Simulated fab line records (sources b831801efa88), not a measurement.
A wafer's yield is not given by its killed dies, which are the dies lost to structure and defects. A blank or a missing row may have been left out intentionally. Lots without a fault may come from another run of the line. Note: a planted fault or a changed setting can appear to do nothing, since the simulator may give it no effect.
A struck lot beside a sound one + flow sky130 + 15 steps out of a route of 708
Sound: wafers L284.4, L284.5, L284.6. Struck: wafers L295.1, L295.2, L295.4. Last of all comes the cause.
For every step that has rows: the tool of each side, followed by ch and its chambers, followed by its first start. Under that, the readings that differ: sound wafers + struck wafers + difference of the means + sigmas: that difference in standard deviations of wafers without a fault.
alike: readings with means less than 2 such deviations apart, plus words and numbers identical on both sides. not compared: withheld readings, readings lacking a value on some wafer, bounds such as >300 that could conceal the same value, and numbers that have no deviation in the record and whose values overlap.
Wherever a step has rows on one side only, a row that says differs or no value, or a row with sigmas, the two part there. When numbers do not overlap yet have no deviation, they are printed without sigmas and do not part them. Lack of a reading on every wafer of one side parts them only where that side has two or more wafers.

first, 7 steps without rows for these wafers: SKY_LDD_N_DEHYDRATE_00 (time 60 s); SKY_LDD_N_HMDS_01 (prime time 60 s); SKY_LDD_N_COAT_02 (resist thk 300 nm); SKY_LDD_N_SOFTBAKE_03 (time 60 s); SKY_LDD_N_EXPOSE_04 (exposes mask NTM, target cd 840 nm); SKY_LDD_N_PEB_05; SKY_LDD_N_DEVELOP_06 (develop time 60 s).
SKY_LDD_N_OVL_MEAS_07:
  struck on overlay-01, day 22 10:38; sound on overlay-01, day 18 15:04
  alike: LDD_N_OVL
then, 4 steps without rows for these wafers: SKY_LDD_N_IMPLANT_08; SKY_LDD_N_IMPLANT_09; SKY_LDD_N_IMPLANT_10; SKY_LDD_N_IMPLANT_11.
SKY_LDD_N_IMPLANT_12:
  sound on implanter-03 ch 0, day 18 15:45; struck on implanter-03 ch 0, day 22 11:16
| reading                  | sound                | struck               | difference | sigmas      |
|--------------------------|----------------------|----------------------|------------|-------------|
| beamEnergyKeV            | 50.011 50.029 50.017 | 31.363 31.368 31.309 | -18.672    | -99 or more |
| model.implant.rpNm (nm)  | 32.31 32.31 32.31    | 21.3 21.3 21.3       | -11.0      |             |
| model.implant.drpNm (nm) | 18.83 18.83 18.83    | 13.53 13.53 13.53    | -5.30      |             |
  alike: beamOnS
next, for these wafers, 1 step has no rows: SKY_LDD_N_IMPLANT_13.
-- the record jumps here: 26 days lie between the struck wafers' starts before and after (it left off in module LDD_N and takes up again in module PAD_OPEN, whose first step shown is number 708 of the route) --
SKY_PAD_OPEN_PROBE_99:
  struck on prober-01, day 48 22:25; sound on prober-02, day 46 13:06
| reading                               | sound                | struck               | difference | sigmas |
|---------------------------------------|----------------------|----------------------|------------|--------|
| killedAtOther                         | 4 1 0                | 0 0 0                | -2         | -3     |
| model.etest.nfet_01v8_lvt.vtSatV (V)  | 0.5364 0.5465 0.548  | 0.4873 0.4955 0.4934 | -0.0516    |        |
| model.etest.sramNfetPass.vtSatV (V)   | 0.5837 0.5929 0.5868 | 0.5479 0.5408 0.5288 | -0.0486    |        |
| model.etest.nfet_01v8.vtSatV (V)      | 0.6499 0.656 0.659   | 0.613 0.6145 0.613   | -0.041     |        |
| model.etest.nfet_01v8_lvt.vtV (V)     | 0.6135 0.6191 0.6187 | 0.5838 0.5837 0.5843 | -0.0332    |        |
| model.etest.nfet_01v8.vtV (V)         | 0.7025 0.7064 0.7082 | 0.6773 0.6772 0.6803 | -0.0274    |        |
| model.etest.nfet_01v8_swapped.vtV (V) | 0.7028 0.7067 0.7086 | 0.6786 0.6783 0.6813 | -0.0266    |        |
  alike: killed_at_M0_to_M3, killed_at_M4_up, killedAtContacts, killedAtFrontEnd, killedDies, killedOpen, killedShort

WHERE THEY PART
Earliest at SKY_LDD_N_IMPLANT_12; latest, in this record, at SKY_PAD_OPEN_PROBE_99.

WHY: the cause the simulator had injected
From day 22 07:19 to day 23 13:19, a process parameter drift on implanter-03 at SKY_LDD_N_IMPLANT_12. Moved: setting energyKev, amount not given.
